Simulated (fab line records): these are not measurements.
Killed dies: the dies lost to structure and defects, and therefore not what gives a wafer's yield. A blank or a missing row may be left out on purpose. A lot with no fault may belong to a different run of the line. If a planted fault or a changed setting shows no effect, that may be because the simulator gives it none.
Comparing a struck lot with a sound one :: flow sky130 :: 17 out of 708 route steps
Sound: the wafers L788.1, L788.3, L788.5. Wafers L792.2, L792.4, L792.6 were the ones struck. Last of all comes the cause.
For every step that has rows: the tool of each side, followed by ch and its chambers, followed by its first start. Under that, the readings that differ: sound wafers :: struck wafers :: difference of the means :: sigmas: that difference in standard deviations of wafers without a fault.
alike: words and numbers the same on both sides, and readings whose means are apart by under 2 such deviations; not compared: readings that were withheld, readings missing a value for some wafer, numbers with overlapping values and no deviation given by the record, and bounds like >300 which may hide the same value.
The two part at a step that has a row with sigmas, a row that says differs or no value, or rows on one side only. Non-overlapping numbers with no deviation appear without sigmas and do not part them. Lack of a reading on every wafer of one side parts them only where that side has two or more wafers.

SKY_SPACER_THK_MEAS_01:
  sound: film-metro-01 at day 27 04:27; struck: film-metro-03 at day 28 10:43
  alike: SPACER_CVD_00_THK
SKY_SPACER_ETCHBACK_02: etches Si3N4 in CH3F/O2, stops on SiO2, time 46.7 s, target depth 45 nm.
  sound on rie-diel-03 ch 1,2, day 27 04:31; struck on rie-diel-02 ch 0,1,2, day 28 10:46
  alike: ch3f-flow-sccm, drypump-motor-current-A, oes-product-au, throttle-valve-pct
  not compared: rf-hours-counter-h
then, 8 steps without rows for these wafers: SKY_POLY_CUT_DEHYDRATE_00 (time 60 s); SKY_POLY_CUT_HMDS_01 (prime time 60 s); SKY_POLY_CUT_COAT_02 (resist thk 60 nm); SKY_POLY_CUT_COAT_03 (resist thk 450 nm); SKY_POLY_CUT_SOFTBAKE_04 (time 90 s); SKY_POLY_CUT_EXPOSE_05 (exposes mask NPCM, target cd 270 nm); SKY_POLY_CUT_PEB_06; SKY_POLY_CUT_DEVELOP_07 (develop time 60 s).
SKY_POLY_CUT_CD_MEAS_08 targets a cd of 270 nm.
  sound: cd-sem-02 at day 28 09:07; struck: cd-sem-01 at day 29 14:56
  alike: cd-nm
SKY_POLY_CUT_OVL_MEAS_09:
  sound: overlay-01 at day 28 09:14; struck: overlay-02 at day 29 15:02
  alike: POLY_CUT_OVL
SKY_POLY_CUT_ETCH_10: etches BARC in N2/H2, stops on SiO2, time 45.9 s, target depth 60 nm.
  sound on rie-diel-03 ch 0,1,2, day 28 09:16; struck on rie-diel-03 ch 0,1,3, day 29 15:04
reading: oes-product-au (a.u.)
sound: 0.860 0.857 0.861
struck: 0.834 0.823 0.814
difference: -0.036
sigmas: -8

reading: model.KrF-thick_of_POLY_CUT_COAT_03.thk-nm (nm)
sound: 405.9 407 406.7
struck: 418.1 417.5 417.9
difference: +11.3
sigmas: 

reading: model.etch.depth-nm (nm)
sound: 60.15 60.26 60.14
struck: 56.91 56.29 54.65
difference: -4.23
sigmas: 
  alike: drypump-motor-current-A, h2-flow-sccm, throttle-valve-pct
  not compared: rf-hours-counter-h, model.POLY_CUT.cd-nm
SKY_POLY_CUT_ETCH_11: etches Si3N4 in CF4/CH2F2/Ar, stops on poly-Si, time 42.5 s, target depth 60 nm.
  sound on rie-diel-03 ch 0,1,2, day 28 09:19; struck on rie-diel-03 ch 0,1,3, day 29 15:07
reading: oes-product-au (a.u.)
sound: 0.821 0.830 0.815
struck: 0.807 0.799 0.745
difference: -0.038
sigmas: -7
  alike: drypump-motor-current-A, throttle-valve-pct
  not compared: rf-hours-counter-h, model.POLY_CUT.cd-nm
SKY_POLY_CUT_STRIP_12: strips in O2/N2.
  sound on plasma-asher-01 ch 1, day 28 09:21; struck on plasma-asher-02 ch 0,1, day 29 15:09
reading: strip-time-to-endpoint-s (s)
sound: 5.330 5.353 5.331
struck: 5.460 5.455 5.465
difference: +0.122
sigmas: +7
  alike: drypump-motor-current-A, oes-product-au
  not compared: rf-hours-counter-h
then, 1 step without rows for these wafers: SKY_SD_P_DEHYDRATE_00 (time 60 s).
SKY_PAD_OPEN_PROBE_99:
  sound wafers here have rows in the record (prober-02, day 48 17:13); struck ones have none

WHERE THEY PART
First at SKY_POLY_CUT_ETCH_10; last, within this record, at SKY_PAD_OPEN_PROBE_99.

WHY: the cause the simulator had injected
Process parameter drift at SKY_POLY_CUT_ETCH_10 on rie-diel-03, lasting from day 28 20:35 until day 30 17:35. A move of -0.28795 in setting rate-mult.
